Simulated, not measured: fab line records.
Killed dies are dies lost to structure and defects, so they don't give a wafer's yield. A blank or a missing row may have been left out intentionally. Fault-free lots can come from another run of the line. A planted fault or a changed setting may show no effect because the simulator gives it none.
One fault through the eyes of 2 desks | flow gf180mcu | each desk has only its own numbers; what lay behind them comes last

## THE METROLOGY DESK
What the gauges read, lot by lot, whatever tool the lot ran on: means of the sampled wafers that have a number. A lot is out of limits, marked OUT, if its mean lies more than 4 standard deviations from the usual mean; the brackets give that distance.
Columns: A = cd-nm at GF_V4_CD_MEAS_14, usual 259.7 nm
lot  | first seen here | A
L945 | day 24 03:58    | 260.1
L947 | day 24 21:25    | 260.2
L948 | day 25 03:23    | 259.4
L949 | day 25 21:03    | 259.2
L950 | day 25 23:13    | 258.1
L952 | day 26 19:07    | 260.3
L958 | day 28 23:08    | 269.5 (+8.9) OUT
L960 | day 29 02:38    | 269.9 (+9.3) OUT
L959 | day 29 08:59    | 269.6 (+9.0) OUT
L961 | day 29 14:53    | 260.4
L962 | day 30 02:23    | 259.0
L968 | day 31 09:05    | 257.8
This desk's finding: out of limits on L958, L959, L960; first on L958, day 28 23:08 (cd-nm at GF_V4_CD_MEAS_14). In limits: L945, L947, L948, L949, L950, L952, L961, L962, L968.

## FOR THE TOOL OWNER'S DESK: litho-track-04
The tool's own readings at GF_V4_PEB_12 (peb time 90 s): means of the sampled wafers that have a number, for each lot that ran on this tool. A lot is out of limits, marked OUT, if its mean lies more than 4 standard deviations from the usual mean; the brackets give that distance.
Columns: A = chill-plate-temp-C at GF_V4_PEB_12, usual 23.01 C; B = heater-power-total-W at GF_V4_PEB_12, usual 85.71 W; C = plate-temp-C at GF_V4_PEB_12, usual 134.99 C
lot  | first seen here | A     | B               | C
L948 | day 25 03:04    | 23.03 | 85.73           | 134.96
L949 | day 25 20:42    | 22.89 | 85.70           | 135.08
L950 | day 25 22:53    | 22.91 | 85.72           | 135.07
L958 | day 28 22:49    | 23.00 | 89.05 (+39) OUT | 138.85 (+28) OUT
L960 | day 29 02:19    | 23.03 | 89.08 (+40) OUT | 138.96 (+28) OUT
L959 | day 29 08:40    | 23.00 | 89.02 (+39) OUT | 138.80 (+27) OUT
This desk's finding: out of limits on L958, L959, L960; first on L958, day 28 22:49 (heater-power-total-W at GF_V4_PEB_12). In limits: L948, L949, L950.

## ALL TOGETHER
The tool owner's desk could have raised an alarm at day 28 22:49, on L958, L959, L960.
On L958, L959, L960, the metrology desk was in a position to raise an alarm at day 28 23:08.
GF_V4_PEB_12 was run on litho-track-04 by each of the lots named.

## WHAT HAD BEEN PUT IN BY THE SIMULATOR
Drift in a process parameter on litho-track-04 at GF_V4_PEB_12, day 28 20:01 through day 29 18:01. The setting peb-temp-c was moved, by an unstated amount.
Lots struck among those shown: L958, L959, L960.
Fault start to first reading out of limits, in hours, per desk: tool owner, 3; metrology, 3.
